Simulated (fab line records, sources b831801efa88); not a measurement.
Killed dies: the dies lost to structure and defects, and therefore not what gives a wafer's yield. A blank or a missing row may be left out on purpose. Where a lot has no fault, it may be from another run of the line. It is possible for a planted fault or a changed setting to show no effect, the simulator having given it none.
A struck lot beside a sound one :: flow sky130 :: 14 out of 708 route steps
Sound: these wafers, L863.1, L863.2, L863.6. Struck: wafers L874.1, L874.4, L874.6. Last of all comes the cause.
Order at every step that has rows: each side's tool, ch and its chambers, its first start. Under that, the readings that differ: sound wafers :: struck wafers :: difference of the means :: sigmas: that difference in standard deviations of wafers without a fault.
alike: readings with means less than 2 such deviations apart, plus words and numbers identical on both sides. not compared: withheld readings, readings lacking a value on some wafer, bounds such as >300 that could conceal the same value, and numbers that have no deviation in the record and whose values overlap.
The two part at a step that has a row with sigmas, a row that says differs or no value, or rows on one side only. Non-overlapping numbers with no deviation appear without sigmas and do not part them. A reading missing from all wafers of one side parts the sides only when that side holds two or more wafers.

SKY_SONOS_ONO_OVL_MEAS_14:
  sound: overlay-02 at day 14 23:14; struck: overlay-02 at day 19 01:53
  alike: SONOS_ONO_OVL
SKY_SONOS_ONO_ETCH_15: etches the open film in CHF3/O2, target depth 19.52 nm, time 7.8 s.
  sound on rie-diel-03 ch 1,2,3, day 14 23:16; struck on rie-diel-01 ch 1,2, day 19 01:55
  alike: drypump-motor-current-A, oes-product-au, throttle-valve-pct
  not compared: rf-hours-counter-h
then, 1 step without rows for these wafers: SKY_SONOS_ONO_WET_ETCH_16 (etches SiO2 in dHF, target depth 14 nm, time 280 s).
SKY_SONOS_ONO_STRIP_17: strips in O2/N2.
  sound on plasma-asher-04 ch 0,1, day 14 23:23; struck on plasma-asher-03 ch 0,1, day 19 02:03
  alike: drypump-motor-current-A, oes-product-au, strip-time-to-endpoint-s
  not compared: rf-hours-counter-h
then, 3 steps without rows for these wafers: SKY_SONOS_ONO_WET_ETCH_18 (etches Si3N4 in H3PO4, target depth 15 nm, time 172 s); SKY_GATE_OXIDE_CLEAN_00 (cleans in SC1/SC2, time 150 s); SKY_GATE_OXIDE_OXIDATION_01 (stabilise 600 s, purge 300 s, target thk 10.268 nm).
SKY_GATE_OXIDE_THK_MEAS_02:
  sound: film-metro-04 at day 15 01:43; struck: film-metro-02 at day 19 03:40
  alike: GATE_OXIDE_OXIDATION_00_THK
then, 4 steps without rows for these wafers: SKY_GATE_OXIDE_DEHYDRATE_03 (time 60 s); SKY_GATE_OXIDE_HMDS_04 (prime time 60 s); SKY_GATE_OXIDE_COAT_05 (resist thk 1140 nm); SKY_GATE_OXIDE_SOFTBAKE_06 (time 60 s).
SKY_GATE_OXIDE_EXPOSE_07: exposes mask LVOM, target cd 600 nm.
  sound on iline-stepper-01 ch 0, day 15 14:42; struck on iline-stepper-01, day 19 19:14
  no value came back on the struck wafers for exposure-dose-mJ-cm2, focus-offset-nm (nm); on the sound wafers exposure-dose-mJ-cm2 reads 169.89 169.58 169.78
  alike: mask
then, 1 step without rows for these wafers: SKY_GATE_OXIDE_PEB_08.

WHERE THEY PART
SKY_GATE_OXIDE_EXPOSE_07 only, going by this record.

WHY: the cause the simulator had injected
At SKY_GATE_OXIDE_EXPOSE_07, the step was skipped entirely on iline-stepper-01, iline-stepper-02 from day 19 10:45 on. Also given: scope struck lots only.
